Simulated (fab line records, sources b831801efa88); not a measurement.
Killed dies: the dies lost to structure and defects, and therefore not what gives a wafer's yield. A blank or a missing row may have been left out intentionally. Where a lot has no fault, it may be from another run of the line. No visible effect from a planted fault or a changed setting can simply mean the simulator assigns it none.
Chamber matching	flow gf180mcu	rie_diel-01 running GF_M5_ETCH_09: 4 sister chambers
The step etches Si3N4 in CF4/O2, target depth 52 nm, time 11.6 s. 14 wafers are shown with their chamber, then 7 later ones without.

== WAFERS WITH THEIR CHAMBER ==
wafer	chamber	drypump_motor_current_A (A)	oes_product_au (a.u.)	O2_flow_sccm (sccm)
L477.3	3	5.7	1.002	9.988
L477.5	3	5.7	1.013	10.014
L477.6	2	5.6	0.991	9.987
L478.2	0	6.6	0.990	9.969
L478.4	1	6.5	0.978	10.026
L478.6	0	6.6	0.987	9.973
L479.1	3	5.7	1.008	9.997
L479.4	0	6.6	1.000	10.021
L479.6	2	5.5	0.995	10.035
L480.2	3	5.7	1.009	9.997
L480.4	2	5.5	0.998	9.993
L480.6	0	6.6	0.998	9.981
L497.2	2	5.5	0.992	10.045
L497.4	0	6.6	0.997	9.977

SIGNATURES (means of the wafers above)
reading	chamber 0	chamber 1	chamber 2	chamber 3	scatter within a chamber
drypump_motor_current_A	6.600	6.500	5.525	5.700	0.0274
oes_product_au	0.99440	0.97800	0.99400	1.00800	0.00466
O2_flow_sccm	9.98420	10.02600	10.01500	9.99900	0.0217
Rule: a wafer lies at a distance from a chamber equal to the root of the sum of squares, over the readings, of (its reading less the chamber's mean, divided by the reading's scatter). The wafer belongs to the nearest chamber; if the next one is less than 2 further off, it can't be placed. The scatter: take each reading less its chamber's mean, square it, sum over the shown wafers, divide by the number of wafers less the number of chambers, and take the root.

== WAFERS MISSING THEIR CHAMBER ==
wafer	drypump_motor_current_A (A)	oes_product_au (a.u.)	O2_flow_sccm (sccm)
L497.6	6.6	1.002	9.974
L498.2	6.6	1.003	10.062
L498.3	5.7	1.009	10.041
L498.4	6.6	0.997	9.977
L499.1	6.7	1.003	10.041
L499.2	5.5	1.001	10.013
L499.6	5.5	0.995	10.000

== WHICH CHAMBER EACH ONE RAN IN ==
wafer	from the rows above	in truth
L497.6	0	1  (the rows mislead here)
L498.2	0	0
L498.3	3	3
L498.4	0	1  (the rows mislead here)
L499.1	0	0
L499.2	2	2
L499.6	2	2
Correctly placed: 5 of 7. From these rows, 0 cannot be placed. Placed wrongly: 2.
